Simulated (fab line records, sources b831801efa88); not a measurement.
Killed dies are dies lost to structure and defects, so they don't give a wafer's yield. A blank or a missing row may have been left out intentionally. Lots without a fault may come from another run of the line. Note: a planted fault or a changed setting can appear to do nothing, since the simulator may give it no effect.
Struck lot and sound lot, side by side :: flow sky130 :: 33 out of 708 route steps
Sound: the wafers L404.1, L404.4, L404.5. Wafers struck: L406.1, L406.5, L406.6. The cause comes at the end.
Order at every step that has rows: each side's tool, ch and its chambers, its first start. Under that, the readings that differ: sound wafers :: struck wafers :: difference of the means :: sigmas: that difference in standard deviations of wafers without a fault.
alike: readings with means less than 2 such deviations apart, plus words and numbers identical on both sides. not compared: withheld readings, readings lacking a value on some wafer, bounds such as >300 that could conceal the same value, and numbers that have no deviation in the record and whose values overlap.
The two part at a step that has a row with sigmas, a row that says differs or no value, or rows on one side only. Numbers that have no deviation but don't overlap get no sigmas and don't part them. A reading that every wafer of one side lacks parts them only if that side has two wafers or more.

SKY_SD_P_CD_MEAS_07 targets a cd of 380 nm.
  sound on cd_sem-01, day 30 06:14; struck on cd_sem-01, day 31 11:59
  alike: cd_nm
SKY_SD_P_OVL_MEAS_08:
  sound on overlay-01, day 30 06:21; struck on overlay-02, day 31 12:06
  alike: SD_P_OVL
after that, 1 step had no rows for these wafers: SKY_SD_P_IMPLANT_09.
SKY_SD_P_STRIP_10: strips in O2/N2.
  sound on plasma_asher-03 ch 0,1, day 30 06:32; struck on plasma_asher-03 ch 0,1, day 31 12:17
  alike: drypump_motor_current_A, oes_product_au, strip_time_to_endpoint_s
  not compared: rf_hours_counter_h
SKY_SD_P_TW_MEAS_11:
  sound on film_metro-02, day 30 06:38; struck on film_metro-01, day 31 12:23
  alike: SD_P_TW
then, 7 steps without rows for these wafers: SKY_RES_XHIGH_DEHYDRATE_00 (time 60 s); SKY_RES_XHIGH_HMDS_01 (prime time 60 s); SKY_RES_XHIGH_COAT_02 (resist thk 1140 nm); SKY_RES_XHIGH_SOFTBAKE_03 (time 60 s); SKY_RES_XHIGH_EXPOSE_04 (exposes mask URPM, target cd 1270 nm); SKY_RES_XHIGH_PEB_05; SKY_RES_XHIGH_DEVELOP_06 (develop time 60 s).
SKY_RES_XHIGH_IMPLANT_07:
  struck on implanter-01, day 32 15:10; sound on implanter-01 ch 0, day 31 10:26
  no value came back on the struck wafers for beam_energy_keV, beam_on_s (s), faraday_current_uA; on the sound wafers beam_energy_keV reads 19.998 19.995 19.991
SKY_RES_XHIGH_STRIP_08: strips in O2/N2.
  sound on plasma_asher-01 ch 0,1, day 31 10:35; struck on plasma_asher-04 ch 0,1, day 32 15:19
reading: strip_time_to_endpoint_s (s)
sound: 14.34 14.33 14.36
struck: 14.23 14.25 14.25
difference: -0.10
sigmas: -2
  alike: drypump_motor_current_A, oes_product_au
  not compared: rf_hours_counter_h
SKY_RES_XHIGH_TW_MEAS_09:
  sound on film_metro-04, day 31 10:41; struck on film_metro-02, day 32 15:25
reading: RES_XHIGH_TW
sound: 1625 1627 1632
struck: 30 30 30
difference: -1598
sigmas: -99 or more
then, 7 steps without rows for these wafers: SKY_SD_N_DEHYDRATE_00 (time 60 s); SKY_SD_N_HMDS_01 (prime time 60 s); SKY_SD_N_COAT_02 (resist thk 1140 nm); SKY_SD_N_SOFTBAKE_03 (time 60 s); SKY_SD_N_EXPOSE_04 (exposes mask NSDM, target cd 380 nm); SKY_SD_N_PEB_05; SKY_SD_N_DEVELOP_06 (develop time 60 s).
SKY_SD_N_CD_MEAS_07 targets a cd of 380 nm.
  sound on cd_sem-02, day 32 13:38; struck on cd_sem-02, day 33 18:01
  alike: cd_nm
SKY_SD_N_OVL_MEAS_08:
  sound on overlay-02, day 32 13:45; struck on overlay-02, day 33 18:08
  alike: SD_N_OVL
then, 2 steps without rows for these wafers: SKY_SD_N_IMPLANT_09; SKY_SD_N_IMPLANT_10.
SKY_SD_N_STRIP_11: strips in O2/N2.
  sound on plasma_asher-04 ch 0,1, day 32 14:05; struck on plasma_asher-04 ch 0,1, day 33 18:28
  alike: drypump_motor_current_A, oes_product_au, strip_time_to_endpoint_s
  not compared: rf_hours_counter_h
SKY_SD_N_TW_MEAS_12:
  sound on film_metro-02, day 32 14:11; struck on film_metro-04, day 33 18:34
  alike: SD_N_TW
then, 1 step without rows for these wafers: SKY_SD_N_CLEAN_13 (cleans in SC1/SC2, time 150 s).
SKY_SD_N_RTA_14: time 2 s.
  sound on rtp_anneal-02 ch 0, day 32 14:18; struck on rtp_anneal-02 ch 0, day 33 18:41
  alike: lamp_power_pct, wafer_temp_C_max
SKY_SD_N_RS_MEAS_16: uses a four-point probe to measure.
  sound on film_metro-04, day 32 14:28; struck on film_metro-01, day 33 18:52
  alike: SD_N_RS
SKY_SD_N_RS_MEAS_17: uses a four-point probe to measure.
  sound on film_metro-04, day 32 14:35; struck on film_metro-01, day 33 18:59
  alike: SD_P_RS
SKY_SD_N_RS_MEAS_18: uses a four-point probe to measure.
  sound on film_metro-04, day 32 14:43; struck on film_metro-01, day 33 19:06
reading: RES_XHIGH_RS (ohm/sq)
sound: 333.8 333.2 333.5
struck: 132.9 132.9 133.1
difference: -200.5
sigmas: -99 or more

WHERE THEY PART
At SKY_RES_XHIGH_IMPLANT_07 first; at SKY_SD_N_RS_MEAS_18 last (within this record only).

WHY: whatever the simulator had introduced
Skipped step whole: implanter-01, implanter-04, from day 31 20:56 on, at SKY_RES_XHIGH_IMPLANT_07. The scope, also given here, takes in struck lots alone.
